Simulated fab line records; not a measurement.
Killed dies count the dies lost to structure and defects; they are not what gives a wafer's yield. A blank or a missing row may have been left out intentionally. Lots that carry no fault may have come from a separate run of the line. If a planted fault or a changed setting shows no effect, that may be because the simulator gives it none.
Chamber matching | flow sky130 | SKY_CONTACT_ETCH_16 on rie diel-04: 4 sister chambers
The step etches BARC in N2/H2, stops on SiO2, time 45.9 s, target depth 60 nm. 7 wafers are shown with their chamber, then 8 later ones without.

EACH WAFER AND ITS CHAMBER
wafer  | chamber | drypump motor current A (A) | bias w (W)
L279.6 | 3       | 5.82                        | 100.02
L280.1 | 2       | 5.58                        | 100.71
L280.3 | 1       | 5.49                        | 99.94
L282.1 | 0       | 5.98                        | 99.37
L282.2 | 1       | 5.49                        | 99.44
L282.4 | 2       | 5.58                        | 99.97
L287.1 | 0       | 5.96                        | 99.88

WAFERS WHOSE CHAMBER IS MISSING
wafer  | drypump motor current A (A) | bias w (W)
L287.5 | 5.59                        | 100.23
L287.6 | 5.49                        | 99.33
L289.1 | 5.80                        | 99.61
L289.2 | 5.60                        | 99.81
L289.3 | 5.97                        | 100.10
L291.1 | 5.82                        | 99.84
L291.3 | 5.47                        | 100.10
L291.6 | 5.98                        | 100.07

WHICH CHAMBER EACH WENT THROUGH
wafer  | from the rows above | in truth
L287.5 | 2                   | 2
L287.6 | 1                   | 1
L289.1 | 3                   | 3
L289.2 | 2                   | 2
L289.3 | 0                   | 0
L291.1 | 3                   | 3
L291.3 | 1                   | 1
L291.6 | 0                   | 0
8 of 8 placed correctly. Can't be placed from these rows: 0. Wrongly placed: 0.
How it was worked out, from the rows above alone: a wafer's distance from a chamber is the root of the sum, over the readings, of the square of ((its reading less the chamber's mean) divided by the reading's scatter). The wafer belongs to the nearest chamber; if the next one is less than 2 further off, it can't be placed. Each chamber's mean is taken over the wafers shown for it. How the scatter is found: for the shown wafers, subtract from each reading the mean of its chamber, square and add these, divide the total by (wafers less chambers), then take the root.
